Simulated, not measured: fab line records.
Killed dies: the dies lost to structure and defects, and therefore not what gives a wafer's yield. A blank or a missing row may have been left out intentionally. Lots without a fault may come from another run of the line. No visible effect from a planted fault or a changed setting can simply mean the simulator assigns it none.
Problem report in the 8D (eight disciplines) form, filled by code :: flow gf180mcu :: the parts of the form that need people (team, actions taken, sign-off) are left out

1. THE ISSUE
At GF_HV_LDD_IMPLANT_33, dose_ions_cm2 averages 8.3e+12 over 6 wafers from 2 lots, while fault-free wafers read 7.5e+12, standard deviation 8.1e+09. That is +95 standard deviations from the usual mean.
Seen first at day 15 02:48 on implanter-03, wafer L459.3. Wafers with a number at this step in the record: 18, from 6 lots. Rule for "out" (also "out of limits"): further than 4 standard deviations from the usual mean. Any other wafer with a number is counted as sound.

2. WHAT IT IS AND WHAT IT IS NOT
question: which readings at this step
is: dose_ions_cm2
is not: -

question: which lots
is: L459, L461
is not: L450, L455, L465, L466

question: which wafers of those lots
is: all that have a number
is not: -

question: read on which tools
is: implanter-03
is not: implanter-01, implanter-02

question: when
is: from day 15 02:48
is not: up to then (6 sound wafers); but 6 sound wafers of L465, L466 came after

3. WHAT RULES OUT EACH SUSPECT
Counting: a tool at a process step up to the reading stays a suspect if it ran every lot that is out and no sound lot after the first of them.
- implanter-03 at GF_HV_LDD_IMPLANT_33: kept. All lots that are out passed through it, beginning with L459 at day 15 02:48, and no sound lot followed; its final sound lot before that point was L450 at day 12 00:08. Its own dose_ions_cm2 readings are out on those wafers.
Left after counting: implanter-03 at GF_HV_LDD_IMPLANT_33.

4. THE CAUSE (what the simulator had put in)
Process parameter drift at GF_HV_LDD_IMPLANT_33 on implanter-03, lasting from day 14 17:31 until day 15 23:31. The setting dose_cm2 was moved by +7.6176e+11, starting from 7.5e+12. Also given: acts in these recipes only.
After counting, this tool was the only one left.

5. SEQUENCE OF EFFECTS, ordered by route
Each row: a reading where the mean over the struck wafers with a number is more than 3 standard deviations away from the usual. Only readings whose record carries a usual standard deviation are examined. hours: median over the lots of the time between each lot's start at the first step of this table that gives one and its start at this step. sigmas: the change, counted in usual standard deviations.
hours: 0
step: GF_HV_LDD_IMPLANT_33
reading: dose_ions_cm2
usual: 7.5e+12
on struck wafers: 8.3e+12
change: +7.7e+11
sigmas: +95

hours: 0
step: GF_HV_LDD_IMPLANT_33
reading: faraday_current_uA
usual: 42.3
on struck wafers: 46.4
change: +4.1
sigmas: +5.1
Here are the process steps it includes:
- GF_HV_LDD_IMPLANT_33

6. HOW IT WOULD HAVE BEEN CAUGHT EARLIER
9 hours passed between the start of the fault at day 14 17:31 and the first reading out of limits in this record, taken at day 15 02:48.
